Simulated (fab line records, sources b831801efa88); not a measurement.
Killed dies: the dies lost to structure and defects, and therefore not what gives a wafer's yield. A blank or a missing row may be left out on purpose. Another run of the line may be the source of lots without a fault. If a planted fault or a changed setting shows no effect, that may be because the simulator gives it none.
The tool behind it: which one? + flow sky130 + 33 wafers from 11 lots sampled at 4 of the route's 708 steps

WHAT EACH GAUGE READ, for each wafer
SKY_CONTACT_THK_MEAS_01. Usual: for CONTACT_CVD_00_THK the level is 75.3 nm and the standard deviation is 1.1.
| lot  | measured     | on            | CONTACT_CVD_00_THK (nm) | flag |
|------|--------------|---------------|-------------------------|------|
| L856 | day 30 05:56 | film-metro-03 | 74.2 75.7 78.0          |      |
| L858 | day 31 01:18 | film-metro-03 | 75.5 75.4 75.9          |      |
| L859 | day 31 09:04 | film-metro-03 | 73.3 74.2 74.2          |      |
| L861 | day 32 09:55 | film-metro-02 | 75.1 75.0 77.1          |      |
| L862 | day 32 22:02 | film-metro-04 | 75.1 74.3 74.9          |      |
| L865 | day 33 04:19 | film-metro-03 | 75.3 74.5 75.9          |      |
| L867 | day 33 19:11 | film-metro-02 | 62.0 62.5 65.1          | OFF  |
| L871 | day 34 23:39 | film-metro-03 | 62.5 61.7 61.9          | OFF  |
| L875 | day 36 17:20 | film-metro-03 | 73.9 74.8 75.9          |      |
| L877 | day 37 01:08 | film-metro-02 | 74.2 76.4 75.4          |      |
| L878 | day 37 05:23 | film-metro-03 | 76.1 77.2 76.7          |      |

SKY_CONTACT_BOW_MEAS_05. Usual: for CONTACT_BOW the level is 83 um and the standard deviation is 7.1.
| lot  | measured     | on            | CONTACT_BOW (um) | flag |
|------|--------------|---------------|------------------|------|
| L856 | day 30 06:25 | film-metro-03 | 82 93 78         |      |
| L858 | day 31 01:49 | film-metro-03 | 93 89 90         |      |
| L859 | day 31 09:34 | film-metro-03 | 91 92 83         |      |
| L861 | day 32 10:24 | film-metro-03 | 73 71 82         |      |
| L862 | day 32 22:32 | film-metro-02 | 87 91 80         |      |
| L865 | day 33 04:49 | film-metro-02 | 74 83 76         |      |
| L867 | day 33 19:42 | film-metro-03 | 78 79 81         |      |
| L871 | day 35 00:08 | film-metro-03 | 89 81 75         |      |
| L875 | day 36 17:52 | film-metro-03 | 88 84 75         |      |
| L877 | day 37 01:39 | film-metro-02 | 74 90 84         |      |
| L878 | day 37 05:55 | film-metro-04 | 74 71 70         |      |

EACH LOT AND THE TOOL THAT RAN IT (in order: tool; ch and the chambers of the sampled wafers; start)
| lot  | SKY_LI_CONTACT_SPUTTER_20    | SKY_CONTACT_CVD_00              |
|------|------------------------------|---------------------------------|
| L856 | pvd-sputter-04, day 29 00:55 | pecvd-02 ch 0,1,2, day 30 05:53 |
| L858 | pvd-sputter-04, day 29 20:21 | pecvd-02 ch 1,2, day 31 01:15   |
| L859 | pvd-sputter-04, day 30 04:19 | pecvd-04 ch 0,1,2, day 31 09:01 |
| L861 | pvd-sputter-04, day 31 04:44 | pecvd-02 ch 0,2, day 32 09:52   |
| L862 | pvd-sputter-03, day 31 17:25 | pecvd-01 ch 0,1,2, day 32 21:59 |
| L865 | pvd-sputter-03, day 31 23:16 | pecvd-01 ch 0,1,2, day 33 04:17 |
| L867 | pvd-sputter-02, day 32 14:27 | pecvd-01 ch 1,2, day 33 19:08   |
| L871 | pvd-sputter-04, day 33 20:12 | pecvd-01 ch 0,1,2, day 34 23:37 |
| L875 | pvd-sputter-04, day 35 13:19 | pecvd-02 ch 0,2, day 36 17:16   |
| L877 | pvd-sputter-03, day 35 20:55 | pecvd-04 ch 1,2, day 37 01:05   |
| L878 | pvd-sputter-04, day 36 01:31 | pecvd-02 ch 0,1,2, day 37 05:20 |
- SKY_LI_CONTACT_SPUTTER_20: material TiN, target thk 20 nm, time 80 s.
- SKY_CONTACT_CVD_00: deposits Si3N4, target thk 75 nm.

AS READ BY THE TOOLS THEMSELVES (means over the sampled wafers that have a number; for cases with no such wafer, the mark the record gives instead)
SKY_LI_CONTACT_SPUTTER_20. Usual: throttle-valve-pct at 29.3 %, with a standard deviation of 1.
| lot  | tool           | throttle-valve-pct (%) | flag |
|------|----------------|------------------------|------|
| L856 | pvd-sputter-04 | 28.7                   |      |
| L858 | pvd-sputter-04 | 29.5                   |      |
| L859 | pvd-sputter-04 | 29.6                   |      |
| L861 | pvd-sputter-04 | 28.9                   |      |
| L862 | pvd-sputter-03 | 29.7                   |      |
| L865 | pvd-sputter-03 | 28.6                   |      |
| L867 | pvd-sputter-02 | 29.8                   |      |
| L871 | pvd-sputter-04 | 29.0                   |      |
| L875 | pvd-sputter-04 | 28.7                   |      |
| L877 | pvd-sputter-03 | 29.3                   |      |
| L878 | pvd-sputter-04 | 29.5                   |      |

SKY_CONTACT_CVD_00. Usual: heater-power-w at 769 W, with a standard deviation of 120.
| lot  | tool     | heater-power-w (W) | flag |
|------|----------|--------------------|------|
| L856 | pecvd-02 | 682                |      |
| L858 | pecvd-02 | 673                |      |
| L859 | pecvd-04 | 804                |      |
| L861 | pecvd-02 | 627                |      |
| L862 | pecvd-01 | 874                |      |
| L865 | pecvd-01 | 840                |      |
| L867 | pecvd-01 | 863                |      |
| L871 | pecvd-01 | 838                |      |
| L875 | pecvd-02 | 566                |      |
| L877 | pecvd-04 | 848                |      |
| L878 | pecvd-02 | 673                |      |

THE ANSWER, worked out from the rows above alone
Rule: a lot is off if the mean of its wafers that have a number lies more than 3 standard deviations from the usual mean. Also off: a lot with no number at a reading for which 4 or more lots have one. Where the step has rows for the other lots, those lots are counted as sound. The gauges are gone through in route order, then the tools' own readings, and for those a lot's mean is taken as printed above. At the first step where some lot is off, the reading lying furthest off is the one used; lots without a number count as furthest.
Off: L867, L871, seen at SKY_CONTACT_THK_MEAS_01 (CONTACT_CVD_00_THK).
A tool fits if, at a process step before that reading, it ran every lot that is off, and no sound lot after the first of them. Gauges at SKY_CONTACT_THK_MEAS_01: tried the same way as those tools. One candidate fits, namely pecvd-01 at SKY_CONTACT_CVD_00. A fault onset in the window from L865 (day 33 04:17, its last sound lot) to L867 (day 33 19:08, its first lot off) fits.

WHAT THE SIMULATOR PUT IN
Site profile drift: pecvd-01, from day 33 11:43 on, at SKY_CONTACT_CVD_00. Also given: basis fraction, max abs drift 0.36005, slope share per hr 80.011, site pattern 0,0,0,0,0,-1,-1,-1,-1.
Shown lots that were struck: L867, L871. The same result came from the rule above.
